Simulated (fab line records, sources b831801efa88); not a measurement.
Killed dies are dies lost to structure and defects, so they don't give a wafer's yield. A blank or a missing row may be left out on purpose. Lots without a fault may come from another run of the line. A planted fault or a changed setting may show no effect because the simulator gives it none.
A struck lot beside a sound one | flow sky130 | 13 steps out of a route of 708
Sound: wafers L108.1, L108.4, L108.5. Struck: wafers L116.2, L116.3, L116.5. The cause comes at the end.
At each step with rows: each side's tool, then ch and its chambers, then its first start. Under that, the readings that differ: sound wafers | struck wafers | difference of the means | sigmas: that difference in standard deviations of wafers without a fault.
alike: readings whose means differ by less than 2 such deviations, and words and numbers that are the same on both sides. not compared: withheld readings, readings that some wafer has no value for, bounds like >300 that may hide the same value, and numbers for which the record gives no deviation and whose values overlap.
The two part at a step that has a row with sigmas, a row that says differs or no value, or rows on one side only. Numbers that don't overlap but have no deviation are shown without sigmas and don't part them. A reading that every wafer of one side lacks parts them only if that side has two wafers or more.

SKY_NWELL_TW_MEAS_26:
  sound on film_metro-02, day 6 05:44; struck on film_metro-03, day 7 15:56
  alike: NWELL_2_TW
then, 1 step without rows for these wafers: SKY_NWELL_CLEAN_27 (cleans in SC1/SC2, time 150 s).
SKY_NWELL_RTA_28: time 30 s.
  sound on rtp_anneal-01 ch 0, day 6 05:51; struck on rtp_anneal-01 ch 0, day 7 16:04
  alike: chamber_o2_ppm, lamp_power_pct, wafer_temp_C_max
SKY_NWELL_RS_MEAS_29: measures by four-point-probe.
  sound on film_metro-03, day 6 05:57; struck on film_metro-04, day 7 16:10
  alike: NWELL_RS
SKY_NWELL_RS_MEAS_31: measures by four-point-probe.
  sound on film_metro-03, day 6 06:11; struck on film_metro-04, day 7 16:25
  alike: PWDE_RS
then, 6 steps without rows for these wafers: SKY_VT_ADJUST_HVTP_DEHYDRATE_00 (time 60 s); SKY_VT_ADJUST_HVTP_HMDS_01 (prime time 60 s); SKY_VT_ADJUST_HVTP_COAT_02 (resist thk 1140 nm); SKY_VT_ADJUST_HVTP_SOFTBAKE_03 (time 60 s); SKY_VT_ADJUST_HVTP_EXPOSE_04 (exposes mask HVTPM, target cd 380 nm); SKY_VT_ADJUST_HVTP_PEB_05.
SKY_VT_ADJUST_HVTP_DEVELOP_06: develop time 60 s.
  sound on litho_track-03 ch 0, day 7 01:02; struck on litho_track-01, day 8 11:58
  no value came back on the struck wafers for chill_plate_temp_C (C), develop_time_s (s); on the sound wafers chill_plate_temp_C (C) reads 23.16 22.98 23.18
SKY_VT_ADJUST_HVTP_CD_MEAS_07: target cd 380 nm.
  sound on cd_sem-02, day 7 01:11; struck on cd_sem-01, day 8 12:07
  reading    | sound             | struck | difference                    | sigmas
  cd_nm (nm) | 382.0 382.2 384.4 | - - -  | no value on the struck wafers |

WHERE THEY PART
First at SKY_VT_ADJUST_HVTP_DEVELOP_06; last, within this record, at SKY_VT_ADJUST_HVTP_CD_MEAS_07.

WHY: what the simulator had put in
Skipped step whole: litho_track-01, from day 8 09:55 on, at SKY_VT_ADJUST_HVTP_DEVELOP_06. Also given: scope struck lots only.
